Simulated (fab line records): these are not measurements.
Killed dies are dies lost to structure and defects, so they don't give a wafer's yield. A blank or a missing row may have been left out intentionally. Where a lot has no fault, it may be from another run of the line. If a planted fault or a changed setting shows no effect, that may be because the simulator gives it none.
Which tool was responsible?	flow sky130	36 wafers from 12 lots sampled at 4 of the route's 708 steps

## WHAT THE GAUGES SHOWED, per wafer
SKY_NWELL_TW_MEAS_26. Usual: NWELL_2_TW typically reads 497, with standard deviation 4.9.
lot	measured	on	NWELL_2_TW	flag
L468	day 5 21:35	film metro-01	502 503 499	
L469	day 6 04:05	film metro-01	502 498 501	
L471	day 6 17:55	film metro-02	497 497 498	
L472	day 7 01:53	film metro-01	501 504 502	
L473	day 7 02:41	film metro-01	504 502 502	
L474	day 7 09:13	film metro-03	609 611 607	OFF
L475	day 7 14:16	film metro-02	623 623 623	OFF
L482	day 9 12:20	film metro-03	493 491 493	
L486	day 10 06:24	film metro-03	489 491 490	
L487	day 10 13:21	film metro-02	501 498 498	
L488	day 11 00:58	film metro-02	501 500 502	
L489	day 11 05:54	film metro-02	498 501 501	

SKY_SD_P_CD_MEAS_07 targets a cd of 380 nm. Usual: cd nm 379.6 nm, standard deviation 2.5.
lot	measured	on	cd nm (nm)	flag
L468	day 26 08:01	cd sem-02	380.0 380.6 381.2	
L469	day 26 23:49	cd sem-01	378.7 376.9 376.3	
L471	day 27 19:25	cd sem-01	380.5 379.8 379.7	
L472	day 28 02:52	cd sem-02	378.7 380.7 379.9	
L473	day 28 05:50	cd sem-02	378.9 377.8 375.9	
L474	day 28 10:57	cd sem-02	380.5 382.6 379.9	
L475	day 28 21:15	cd sem-01	386.2 384.7 382.8	
L482	day 31 03:08	cd sem-01	380.6 381.9 379.5	
L486	day 32 15:38	cd sem-02	377.4 376.8 374.9	
L487	day 32 13:26	cd sem-02	378.8 377.2 378.2	
L488	day 33 01:55	cd sem-02	381.6 382.8 382.6	
L489	day 33 07:56	cd sem-01	376.2 377.7 376.0	

## EACH LOT AND THE TOOL THAT RAN IT (in order: tool; ch and the chambers of the sampled wafers; start)
lot	SKY_NWELL_IMPLANT_24	SKY_GATE_OXIDE_STRIP_13
L468	implanter-04 ch 0, day 5 21:21	plasma asher-04 ch 0,1, day 14 15:17
L469	implanter-02 ch 0, day 6 03:51	plasma asher-03 ch 0,1, day 15 07:35
L471	implanter-04 ch 0, day 6 17:40	plasma asher-03 ch 0,1, day 15 20:38
L472	implanter-04 ch 0, day 7 01:39	plasma asher-03 ch 0,1, day 16 05:17
L473	implanter-01 ch 0, day 7 02:26	plasma asher-04 ch 1, day 16 05:30
L474	implanter-01 ch 0, day 7 08:42	plasma asher-04 ch 0,1, day 16 14:41
L475	implanter-02 ch 0, day 7 13:42	plasma asher-03 ch 0,1, day 17 00:09
L482	implanter-02 ch 0, day 9 12:05	plasma asher-02 ch 0,1, day 19 14:05
L486	implanter-02 ch 0, day 10 06:09	plasma asher-04 ch 0,1, day 21 03:02
L487	implanter-02 ch 0, day 10 13:08	plasma asher-02 ch 0,1, day 21 02:46
L488	implanter-04 ch 0, day 11 00:43	plasma asher-03 ch 0,1, day 21 19:50
L489	implanter-01 ch 0, day 11 05:41	plasma asher-03 ch 0,1, day 22 01:28
- SKY_NWELL_IMPLANT_24
- SKY_GATE_OXIDE_STRIP_13: strips in O2/N2.

## WHAT THE TOOLS THEMSELVES READ (means of the sampled wafers that have a number; where no wafer has one, the mark that the record gives instead)
SKY_NWELL_IMPLANT_24. Usual: beam on s 9.99 s, standard deviation 0.19.
lot	tool	beam on s (s)	flag
L468	implanter-04	9.82	
L469	implanter-02	9.96	
L471	implanter-04	10.05	
L472	implanter-04	9.92	
L473	implanter-01	9.93	
L474	implanter-01	10.03	
L475	implanter-02	10.00	
L482	implanter-02	9.94	
L486	implanter-02	9.88	
L487	implanter-02	9.86	
L488	implanter-04	9.90	
L489	implanter-01	10.01	

SKY_GATE_OXIDE_STRIP_13. Usual: drypump motor current A 6.0 A, standard deviation 0.44; oes product au 0.717 a.u., standard deviation 0.0047; strip time to endpoint s 14.18 s, standard deviation 0.041.
lot	tool	drypump motor current A (A)	oes product au (a.u.)	strip time to endpoint s (s)	flag
L468	plasma asher-04	5.6	0.718	14.19	
L469	plasma asher-03	6.4	0.722	14.17	
L471	plasma asher-03	6.4	0.715	14.18	
L472	plasma asher-03	6.3	0.717	14.12	
L473	plasma asher-04	6.4	0.711	14.14	
L474	plasma asher-04	5.6	0.722	14.20	
L475	plasma asher-03	6.4	0.721	14.13	
L482	plasma asher-02	5.9	0.714	14.27	
L486	plasma asher-04	5.6	0.722	14.15	
L487	plasma asher-02	5.9	0.718	14.21	
L488	plasma asher-03	6.2	0.716	14.17	
L489	plasma asher-03	6.2	0.717	14.18	

## THE ANSWER, worked out from the rows above alone
Rule: a lot is off if the mean of its wafers that have a number lies more than 3 standard deviations from the usual mean. Also off: a lot with no number at a reading for which 4 or more lots have one. Any other lot the step has rows for is counted as sound. First the gauges in route order, then the tools' own readings, where a lot's mean is used as printed above. At the first step where some lot is off, the reading lying furthest off is the one used; lots without a number count as furthest.
Off: at SKY_NWELL_TW_MEAS_26 (NWELL_2_TW), L474, L475.
If a tool, at a process step before that reading, ran all the lots that are off and no sound lot after the first of them, it fits. The gauges at SKY_NWELL_TW_MEAS_26 are tried like those tools. Of those tried, none fits.

## WHAT WAS PUT IN BY THE SIMULATOR
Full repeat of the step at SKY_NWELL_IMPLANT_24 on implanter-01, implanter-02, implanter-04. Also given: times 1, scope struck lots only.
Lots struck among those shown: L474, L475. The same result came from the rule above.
